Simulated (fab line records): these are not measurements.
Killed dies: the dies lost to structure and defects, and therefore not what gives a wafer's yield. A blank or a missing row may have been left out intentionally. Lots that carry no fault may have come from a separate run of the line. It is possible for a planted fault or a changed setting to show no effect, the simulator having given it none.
Matching of chambers | flow gf180mcu | GF_V1_CMP_04 on cmp-01 has 4 sister chambers
The step polishes SiO2. 18 wafers are shown with their chamber, then 9 later ones without.

== WAFERS PAIRED WITH THEIR CHAMBERS ==
wafer  | chamber | motor_current_A (A) | time_to_endpoint_s (s) | edge_zone_pressure_frac
L526.1 | 1       | 11.9                | 78                     | 0.995
L526.2 | 3       | 12.1                | 76                     | 0.995
L526.6 | 0       | 13.5                | 81                     | 1.003
L527.1 | 3       | 11.5                | 79                     | 0.996
L527.2 | 0       | 14.5                | 79                     | 1.004
L527.3 | 2       | 12.4                | 88                     | 1.001
L528.1 | 2       | 10.9                | 77                     | 1.008
L528.5 | 2       | 11.6                | 87                     | 1.001
L528.6 | 3       | 12.0                | 76                     | 0.990
L533.3 | 3       | 11.5                | 76                     | 0.999
L533.4 | 0       | 13.7                | 81                     | 0.997
L533.6 | 2       | 11.4                | 84                     | 1.007
L534.1 | 0       | 14.3                | 75                     | 1.004
L534.4 | 3       | 12.3                | 80                     | 1.007
L534.5 | 3       | 12.5                | 83                     | 1.005
L536.1 | 1       | 11.5                | 69                     | 1.004
L536.4 | 0       | 13.7                | 78                     | 0.996
L536.6 | 3       | 11.8                | 78                     | 0.990

SIGNATURES (averages over the wafers above)
reading                 | chamber 0 | chamber 1 | chamber 2 | chamber 3 | scatter within a chamber
motor_current_A         | 13.940    | 11.700    | 11.575    | 11.957    | 0.453
time_to_endpoint_s      | 78.80     | 73.50     | 84.00     | 78.29     | 3.59
edge_zone_pressure_frac | 1.00080   | 0.99950   | 1.00425   | 0.99743   | 0.00545
Rule: for each reading, subtract the chamber's mean from the wafer's reading, divide by that reading's scatter and square the result; add these up over the readings and take the root, which gives the wafer's distance from the chamber. The wafer belongs to the nearest chamber; if the next one is less than 2 further off, it can't be placed. The scatter is the square root of a quotient: the sum, over the shown wafers, of each reading's squared deviation from its chamber's mean, divided by wafers minus chambers.

== WAFERS MISSING THEIR CHAMBER ==
wafer  | motor_current_A (A) | time_to_endpoint_s (s) | edge_zone_pressure_frac
L542.3 | 11.4                | 69                     | 1.000
L542.4 | 11.3                | 77                     | 0.994
L542.5 | 12.9                | 77                     | 1.002
L543.2 | 12.4                | 83                     | 1.002
L543.5 | 11.6                | 91                     | 1.000
L543.6 | 11.6                | 81                     | 1.002
L547.1 | 11.0                | 86                     | 0.993
L547.2 | 11.7                | 84                     | 1.005
L547.6 | 12.4                | 83                     | 1.001

== EACH ONE'S CHAMBER ==
wafer  | from the rows above               | in truth
L542.3 | can't be placed: 1 or 3           | 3
L542.4 | can't be placed: 3 or 1 or 2      | 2
L542.5 | can't be placed: 3 or 0 or 1 or 2 | 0
L543.2 | can't be placed: 3 or 2 or 1 or 0 | 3
L543.5 | can't be placed: 2 or 3           | 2
L543.6 | can't be placed: 2 or 3 or 1      | 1
L547.1 | can't be placed: 2 or 3 or 1      | 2
L547.2 | can't be placed: 2 or 3           | 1
L547.6 | can't be placed: 3 or 2 or 1 or 0 | 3
Placed correctly: 0 of 9. Not placeable from these rows: 9 (in 8, the candidates include the true chamber). Placed wrongly: 0.
